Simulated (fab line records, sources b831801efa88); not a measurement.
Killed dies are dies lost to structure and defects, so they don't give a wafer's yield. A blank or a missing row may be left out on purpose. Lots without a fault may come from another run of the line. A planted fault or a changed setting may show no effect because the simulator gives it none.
Problem report in the 8D (eight disciplines) form, filled by code | flow gf180mcu | the parts of the form that need people (team, actions taken, sign-off) are left out

1. THE PROBLEM
chamber_o2_ppm at GF_SALICIDE_RTA_06 reads a mean of 1502.000 on 6 wafers of 2 lots; wafers without a fault read 2.002 with a standard deviation of 0.022. That is +99 or more standard deviations from the usual mean.
The step: time 30 s.
First seen on wafer L393.1, day 19 07:23, on rtp_anneal-01. The record holds 42 wafers of 14 lots with a number at this step. Rule for "out", or "out of limits": more than 4 standard deviations from the usual mean. The other wafers with a number count as sound.

2. WHAT IT IS AND WHAT IT IS NOT
question                    | is                     | is not
which readings at this step | chamber_o2_ppm         | lamp_power_pct, wafer_temp_C_max
which lots                  | L393, L394             | L382, L383, L384, L385, L386, L387, L388, L389, L391, L401, L404, L405
which wafers of those lots  | all that have a number | -
read on which tools         | rtp_anneal-01          | rtp_anneal-02
when                        | from day 19 07:23      | up to then (27 sound wafers); but 9 sound wafers of L401, L404, L405 came after

3. SUSPECTS, AND WHAT RULES EACH OUT
Counting: a tool at a process step up to the reading stays a suspect if it ran every lot that is out and no sound lot after the first of them.
- rtp_anneal-01 at GF_SALICIDE_RTA_06 (time 30 s): ruled out as a lasting fault. Sound lots L405 ran on it after its first lot that is out, L393 (day 19 07:23).
Left after counting: nothing in the record.

4. THE CAUSE (what the simulator had put in)
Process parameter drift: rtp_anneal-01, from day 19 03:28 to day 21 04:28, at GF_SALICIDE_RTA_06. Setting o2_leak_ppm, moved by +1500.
Counting ruled it out, wrongly.

5. THE CHAIN OF EFFECTS, in route order
Each row: a reading whose mean over the struck wafers that have a number lies more than 3 standard deviations from the usual. Only readings for which the record gives a usual standard deviation are gone through. hours: the time from each lot's start at the first step in this table that gives one to its start at this step, as a median over the lots. sigmas: the change in usual standard deviations.
hours | step               | reading        | usual | on struck wafers | change    | sigmas
0     | GF_SALICIDE_RTA_06 | chamber_o2_ppm | 2.002 | 1502.000         | +1499.998 | +99 or more
The process steps in it:
- GF_SALICIDE_RTA_06: time 30 s.
Later measuring or inspecting steps at which every struck wafer that the step has a row for has a number for every such reading, and none has moved that far: GF_M2_RS_MEAS_05.

6. WHAT WOULD HAVE CAUGHT IT SOONER
In this record the first reading out of limits was taken at day 19 07:23, 4 hours after the fault began at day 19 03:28.
